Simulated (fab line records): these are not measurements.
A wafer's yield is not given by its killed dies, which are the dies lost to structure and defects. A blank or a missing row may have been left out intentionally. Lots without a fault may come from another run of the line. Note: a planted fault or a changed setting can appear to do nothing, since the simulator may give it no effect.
Problem report, 8D (eight disciplines) form, completed by code | flow gf180mcu | the parts of the form that need people (team, actions taken, sign-off) are left out

1. THE ISSUE
Wafers free of any fault read 600 nm (standard deviation 7.7) for V4_CVD_00_THK at GF_V4_THK_MEAS_01, against a mean of 906 nm on 3 wafers of 3 lots. That is +40 standard deviations from the usual mean.
Seen first at day 30 02:05 on film metro-02, wafer L219.2. Wafers with a number at this step in the record: 37, from 13 lots. By rule, "out" or "out of limits" means more than 4 standard deviations away from the usual mean. The other wafers with a number count as sound.

2. WHAT IT IS, WHAT IT ISN'T
question                    | is                                          | is not
which readings at this step | V4_CVD_00_THK                               | -
which lots                  | L219, L220, L221                            | L198, L201, L204, L205, L207, L210, L211, L213, L214, L216
which wafers of those lots  | L219.2, L220.5, L221.3                      | L219.3, L220.4, L221.1, L221.4
read on which gauges        | film metro-01, film metro-02, film metro-04 | -
when                        | from day 30 02:05                           | up to then (31 sound wafers); but 3 sound wafers of L220, L221 came after

3. THE SUSPECTS, EACH WITH WHAT RULES IT OUT
Counting: a tool at a process step up to the reading stays a suspect if it ran every lot that is out. Sound lots after the first of them don't rule it out here, since some wafers of a struck lot are sound.
- the gauge at GF_V4_THK_MEAS_01: ruled out. The wafers that are out were read on 3 gauges (film metro-01, film metro-02, film metro-04).
- hdpcvd-02 at GF_V4_CVD_00 (deposits SiO2, target thk 600 nm, time 100 s): kept. Every lot that is out went through it, the first being L219 (day 30 02:00); the last sound lot it ran before that was L211 (day 27 19:02). On those wafers its own readings are out: sih4 flow sccm.
- In hdpcvd-02 at GF_V4_CVD_00, the wafers that are out were processed in chamber 1 and their sound lot-mates in chambers 0, 2.
The count leaves hdpcvd-02 at GF_V4_CVD_00.

4. THE CAUSE (what the simulator had put in)
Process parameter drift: hdpcvd-02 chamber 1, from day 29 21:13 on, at GF_V4_CVD_00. Setting sih4 flow sccm, moved by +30, from 60. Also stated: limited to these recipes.
Counting left only this tool.

5. THE EFFECT CHAIN, in route order
Each row: a reading where the mean over the struck wafers with a number is more than 3 standard deviations away from the usual. Only readings whose record carries a usual standard deviation are examined. hours: median over the lots of the time between each lot's start at the first step of this table that gives one and its start at this step. sigmas: the change, counted in usual standard deviations.
hours | step              | reading        | usual      | on struck wafers | change | sigmas
0     | GF_V4_CVD_00      | sih4 flow sccm | 59.98 sccm | 90.02            | +30.04 | +99 or more
0     | GF_V4_THK_MEAS_01 | V4_CVD_00_THK  | 600 nm     | 906              | +306   | +40
It contains these process steps:
- GF_V4_CVD_00: deposits SiO2, target thk 600 nm, time 100 s.

6. HOW IT WOULD HAVE BEEN CAUGHT EARLIER
Counted from the fault's start at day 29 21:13, it took 5 hours until the first out-of-limits reading at a measuring or inspecting step in this record, taken at day 30 02:05.
The tool's own readings at GF_V4_CVD_00 were out on every struck wafer that the step has a row for (sih4 flow sccm): an alarm limit on them would have fired on the first of those.
L220, L221, from the lots that are out (3), started GF_V4_CVD_00 on hdpcvd-02 later than day 30 02:05. A hold on the tool at that time would have spared those 2.
